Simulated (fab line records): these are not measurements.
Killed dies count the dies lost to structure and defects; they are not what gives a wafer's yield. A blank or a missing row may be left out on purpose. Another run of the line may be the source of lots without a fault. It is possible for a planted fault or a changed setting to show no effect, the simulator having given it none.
Lot-split experiment + flow sfq line + on a route of 325 steps: 5 lots, 23 wafers read

## THE SPLIT ITSELF
At SFQ_TRILAYER_M5_LITHO_COAT_123 (resist thk 600 nm), the setting spin rpm was moved away from the recipe's 3000 rpm on 7 of the 23 wafers read, by -4.4% to -3.5%. This setting was run at the recipe's value on the other wafers.

## FROM THE SPLIT ON TO THE READING: in between, the file shows 1 step
- SFQ_TRILAYER_M5_BARC_OPEN_METAL_ETCH_161: etches BARC in O2, target depth 125 nm, time 41.7 s (also split here: bias w)

## THE READING
KrF_of_TRILAYER_M5_LITHO_COAT_123.thk nm (the simulator's own value, which no gauge read), in nm, at SFQ_TRILAYER_M5_ETCH_METAL_ETCH_126 (etches Nb in Cl2/BCl3, stops on SiO2, time 203.2 s, target depth 265 nm). There is no usual value for it anywhere in the file. Here, 16 wafers ran the recipe; their average is 368.1 nm with a standard deviation of 3.4 nm.

| wafer  | tool, chamber at the split | spin rpm as run, rpm | against the recipe | KrF_of_TRILAYER_M5_LITHO_COAT_123.thk nm, nm | against lot-mates on the recipe |
|--------|----------------------------|----------------------|--------------------|----------------------------------------------|---------------------------------|
| L075.3 | litho track-03, 0          | 3000                 | recipe             | 367.6                                        | -                               |
| L075.4 | litho track-03, 0          | 3000                 | recipe             | 370.3                                        | -                               |
| L075.5 | litho track-03, 0          | 3000                 | recipe             | 368.5                                        | -                               |
| L079.1 | litho track-03, 0          | 3000                 | recipe             | 372.2                                        | -                               |
| L079.2 | litho track-03, 0          | 3000                 | recipe             | 367                                          | -                               |
| L079.4 | litho track-03, 0          | 2876                 | -4.1%              | 382.9                                        | +14.0                           |
| L079.5 | litho track-03, 0          | 3000                 | recipe             | 367.4                                        | -                               |
| L079.6 | litho track-03, 0          | 2876                 | -4.1%              | 386.1                                        | +17.2                           |
| L080.1 | litho track-03, 0          | 2867                 | -4.4%              | 387.6                                        | +13.0                           |
| L080.2 | litho track-03, 0          | 2867                 | -4.4%              | 379.7                                        | +5.1                            |
| L080.3 | litho track-03, 0          | 3000                 | recipe             | 374.5                                        | -                               |
| L080.4 | litho track-03, 0          | 2867                 | -4.4%              | 381.3                                        | +6.7                            |
| L080.5 | litho track-03, 0          | 3000                 | recipe             | 374.7                                        | -                               |
| L081.1 | litho track-03, 0          | 3000                 | recipe             | 370.6                                        | -                               |
| L081.2 | litho track-03, 0          | 3000                 | recipe             | 366.8                                        | -                               |
| L081.3 | litho track-03, 0          | 3000                 | recipe             | 365.1                                        | -                               |
| L081.5 | litho track-03, 0          | 2895                 | -3.5%              | 382.2                                        | +14.7                           |
| L081.6 | litho track-03, 0          | 2895                 | -3.5%              | 377.7                                        | +10.2                           |
| L083.2 | litho track-02, 0          | 3000                 | recipe             | 365.2                                        | -                               |
| L083.3 | litho track-02, 0          | 3000                 | recipe             | 366.4                                        | -                               |
| L083.4 | litho track-02, 0          | 3000                 | recipe             | 365                                          | -                               |
| L083.5 | litho track-02, 0          | 3000                 | recipe             | 364.8                                        | -                               |
| L083.6 | litho track-02, 0          | 3000                 | recipe             | 363.1                                        | -                               |

FIT RESULTS
A straight line over all 23 wafers: KrF_of_TRILAYER_M5_LITHO_COAT_123.thk nm changes by -3.53 nm for each +1% of spin rpm; r = -0.90; the points scatter about the line by 3.4 nm.
The same after taking each lot's own level away (the mean of its wafers on the recipe; 23 wafers): -2.75 nm for each +1%; r = -0.87; scatter 3 nm.
On that fit, the largest move of spin rpm shifts the reading by 12 nm.
The span of the lots' own levels, 364.90 to 374.60 nm, comes to 2.9 times the standard deviation stated above.
Hence the slope depends on the lot-to-lot level, as the two fits are not the same.
Check: with one of the wafers moved furthest among these (-4.4%) left out of the fit, the line predicts +12.1 nm for it against its lot-mates. Against them it came out at +13 nm.

## OTHER SPLITS APPLIED TO THESE WAFERS
Note: prior to the reading, these wafers also went through further splits. Each is held against what the fit with the lots' levels taken away leaves over:
| other split on the same wafers                  | wafers away from the commonest value | r with KrF_of_TRILAYER_M5_LITHO_COAT_123.thk nm (lot level and that fit taken away) |
|-------------------------------------------------|--------------------------------------|-------------------------------------------------------------------------------------|
| SFQ_TRILAYER_JJ_CE_LITHO_PEB_117 peb temp c     | 6                                    | -0.26                                                                               |
| SFQ_TRILAYER_M5_BARC_OPEN_METAL_ETCH_161 bias w | 10                                   | -0.29                                                                               |

## THE WHOLE CHAIN: every reading that the file lists as answering this split, in the file's order
| step                                     | what it does                                                            | reading                                                                                   | change (the file's fit)              | r (the file's) |
|------------------------------------------|-------------------------------------------------------------------------|-------------------------------------------------------------------------------------------|--------------------------------------|----------------|
| SFQ_TRILAYER_M5_LITHO_COAT_123           | resist thk 600 nm                                                       | KrF_of_TRILAYER_M5_LITHO_COAT_123.thk nm (the simulator's own value, which no gauge read) | -3.2 nm for each +1% of the setting  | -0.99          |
| SFQ_TRILAYER_M5_BARC_OPEN_METAL_ETCH_161 | etches BARC in O2, target depth 125 nm, time 41.7 s                     | KrF_of_TRILAYER_M5_LITHO_COAT_123.thk nm (the simulator's own value, which no gauge read) | -3.06 nm for each +1% of the setting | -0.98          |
| SFQ_TRILAYER_M5_ETCH_METAL_ETCH_126      | etches Nb in Cl2/BCl3, stops on SiO2, time 203.2 s, target depth 265 nm | KrF_of_TRILAYER_M5_LITHO_COAT_123.thk nm (the simulator's own value, which no gauge read) | -2.96 nm for each +1% of the setting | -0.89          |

## THE FILE'S OWN FIT
KrF_of_TRILAYER_M5_LITHO_COAT_123.thk nm changes by -2.96 nm for each +1% of spin rpm, r = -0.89.
